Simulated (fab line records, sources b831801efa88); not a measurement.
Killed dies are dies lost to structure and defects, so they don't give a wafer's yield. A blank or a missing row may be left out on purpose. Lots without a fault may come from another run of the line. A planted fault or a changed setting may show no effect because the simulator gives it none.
Which tool did it? | flow gf180mcu | 14 lots, 42 wafers sampled, at 2 steps of a route of 602

WHAT THE GAUGES READ, wafer by wafer
GF_V5_THK_MEAS_01. Usual: V5_CVD_00_THK 298.4 nm, standard deviation 2.5.
lot  | measured     | on            | V5_CVD_00_THK (nm) | flag
L136 | day 26 07:50 | film_metro-01 | 296.8 297.2 296.7  |
L138 | day 27 00:25 | film_metro-02 | 298.2 301.4 299.2  |
L140 | day 27 20:39 | film_metro-02 | 304.1 298.4 302.6  |
L141 | day 28 07:55 | film_metro-02 | 297.6 298.8 300.9  |
L143 | day 28 11:04 | film_metro-04 | 297.0 296.5 293.4  |
L144 | day 29 01:22 | film_metro-01 | 293.5 297.6 294.8  |
L145 | day 29 04:38 | film_metro-04 | 299.4 300.1 298.6  |
L146 | day 29 11:48 | film_metro-01 | 296.3 294.8 296.2  |
L147 | day 30 01:30 | film_metro-01 | 299.8 300.4 298.7  |
L148 | day 30 14:15 | film_metro-01 | 298.9 293.8 300.7  |
L157 | day 32 10:52 | film_metro-02 | 299.5 299.1 297.4  |
L158 | day 32 11:14 | film_metro-04 | 298.6 299.2 298.8  |

WHICH TOOL RAN EACH LOT (tool, then ch and the chambers of the sampled wafers, then the start)
lot  | GF_HV_LDD_DEVELOP_30
L136 | litho_track-02 ch 0, day 11 14:35
L138 | litho_track-03 ch 0, day 12 00:54
L140 | litho_track-03 ch 0, day 13 01:44
L141 | litho_track-02 ch 0, day 13 07:50
L143 | litho_track-03 ch 0, day 13 16:39
L144 | litho_track-03 ch 0, day 14 05:44
L145 | litho_track-01 ch 0, day 14 10:26
L146 | litho_track-03 ch 0, day 14 19:26
L147 | litho_track-02 ch 0, day 15 05:26
L148 | litho_track-01 ch 0, day 15 21:23
L152 | litho_track-03 ch 0, day 16 19:57
L154 | litho_track-03 ch 0, day 17 06:12
L157 | litho_track-02 ch 0, day 18 09:44
L158 | litho_track-01 ch 0, day 18 12:16
- GF_HV_LDD_DEVELOP_30: develop time 60 s.

WHAT THE TOOLS THEMSELVES READ (means of the sampled wafers that have a number; where no wafer has one, the mark that the record gives instead)
GF_HV_LDD_DEVELOP_30. Usual: exhaust_pa 45.2 Pa, standard deviation 0.83.
lot  | tool           | exhaust_pa (Pa) | flag
L136 | litho_track-02 | 43.8            |
L138 | litho_track-03 | 45.4            |
L140 | litho_track-03 | 44.5            |
L141 | litho_track-02 | 45.4            |
L143 | litho_track-03 | 45.5            |
L144 | litho_track-03 | 45.1            |
L145 | litho_track-01 | 45.6            |
L146 | litho_track-03 | 45.0            |
L147 | litho_track-02 | 45.1            |
L148 | litho_track-01 | 44.7            |
L152 | litho_track-03 | 45.5            |
L154 | litho_track-03 | 44.6            |
L157 | litho_track-02 | 44.8            |
L158 | litho_track-01 | 45.8            |

THE ANSWER, worked out from the rows above alone
Rule: a lot is off if the mean of its wafers that have a number lies more than 3 standard deviations from the usual mean. A lot without any number at a reading at which 4 lots or more have one is off too. The other lots that the step has rows for count as sound. The gauges are gone through in route order, then the tools' own readings, and for those a lot's mean is taken as printed above. The first step at which some lot is off is used, and at that step the reading that is off furthest; a lot without a number counts as furthest.
No lot is off at any reading shown: from this, nothing can be told.

WHAT THE SIMULATOR HAD PUT IN
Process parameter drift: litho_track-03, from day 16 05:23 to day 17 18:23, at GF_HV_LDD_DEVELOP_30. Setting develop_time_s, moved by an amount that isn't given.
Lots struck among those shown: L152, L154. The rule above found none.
